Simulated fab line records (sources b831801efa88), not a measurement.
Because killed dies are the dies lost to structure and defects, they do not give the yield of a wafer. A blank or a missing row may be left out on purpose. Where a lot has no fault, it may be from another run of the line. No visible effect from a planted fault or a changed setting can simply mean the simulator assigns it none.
One fault seen from 2 desks ; flow sky130 ; only its own numbers are on each desk; what lay behind them is given at the end

METROLOGY DESK
What the gauges read, lot by lot, whatever tool the lot ran on: means of the sampled wafers that have a number. The brackets show how far a lot's mean lies from the usual mean; more than 4 standard deviations puts the lot out of limits, marked OUT.
Columns: A = VT_ADJUST_LVTN_2_TW at SKY_VT_ADJUST_LVTN_TW_MEAS_21, usual 186.4; B = VT_ADJUST_NCORE_OVL at SKY_VT_ADJUST_NCORE_OVL_MEAS_08, usual 0.6 nm; C = cd_nm at SKY_VT_ADJUST_HVTR_CD_MEAS_07, usual 379.4 nm
lot;first seen here;A;B;C
L830;day 7 15:35;186.2;1.1;381.6
L831;day 8 01:52;186.5;2.9;379.2
L835;day 9 10:25;187.4;2.3;377.7
L838;day 10 00:45;182.7;1.4;379.7
L841;day 10 18:34;182.6;-2.0;388.0 (+4.1) OUT
L842;day 11 05:00;184.1;1.3;390.1 (+5.1) OUT
L843;day 11 17:26;183.7;-0.3;378.2
L844;day 11 19:48;186.3;0.0;382.4
L847;day 12 14:37;186.3;-0.6;379.9
L848;day 14 15:52;188.5;0.5;381.5
L852;day 14 16:55;188.5;-1.3;382.5
L850;day 14 20:54;182.6;1.1;376.7
This desk's finding: out of limits on L841, L842; first on L841, day 12 17:24 (cd_nm at SKY_VT_ADJUST_HVTR_CD_MEAS_07). L830, L831, L835, L838, L843, L844, L847, L848, L852, L850: within limits.

AT THE TOOL OWNER'S DESK: iline_stepper-01
The tool's own readings at SKY_VT_ADJUST_HVTR_EXPOSE_04 (exposes mask HVTRM, target cd 380 nm): means of the sampled wafers that have a number, for each lot that ran on this tool. The brackets show how far a lot's mean lies from the usual mean; more than 4 standard deviations puts the lot out of limits, marked OUT.
Columns: A = exposure_dose_mJ_cm2 at SKY_VT_ADJUST_HVTR_EXPOSE_04, usual 149.91
lot;first seen here;A
L830;day 8 20:43;150.06
L831;day 9 09:04;150.03
L841;day 12 05:30;154.77 (+32) OUT
L842;day 12 17:11;154.46 (+30) OUT
L844;day 13 09:15;152.96 (+20) OUT
This desk's finding: out of limits on L841, L842, L844; first on L841, day 12 05:30 (exposure_dose_mJ_cm2 at SKY_VT_ADJUST_HVTR_EXPOSE_04). L830, L831: within limits.

TAKEN TOGETHER
The tool owner's desk could have raised an alarm at day 12 05:30, on L841, L842, L844.
An alarm was possible from the metrology desk at day 12 17:24, on L841, L842.
The metrology desk holds a record of L844, inside its limits.
Every lot named ran SKY_VT_ADJUST_HVTR_EXPOSE_04 on iline_stepper-01.

WHAT THE SIMULATOR HAD PUT IN
Process parameters drifting: iline_stepper-01 at SKY_VT_ADJUST_HVTR_EXPOSE_04, beginning at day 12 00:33. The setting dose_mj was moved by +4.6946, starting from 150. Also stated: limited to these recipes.
Lots struck among those shown: L841, L842, L844.
Fault start to first reading out of limits, in hours, per desk: tool owner, 5; metrology, 17.
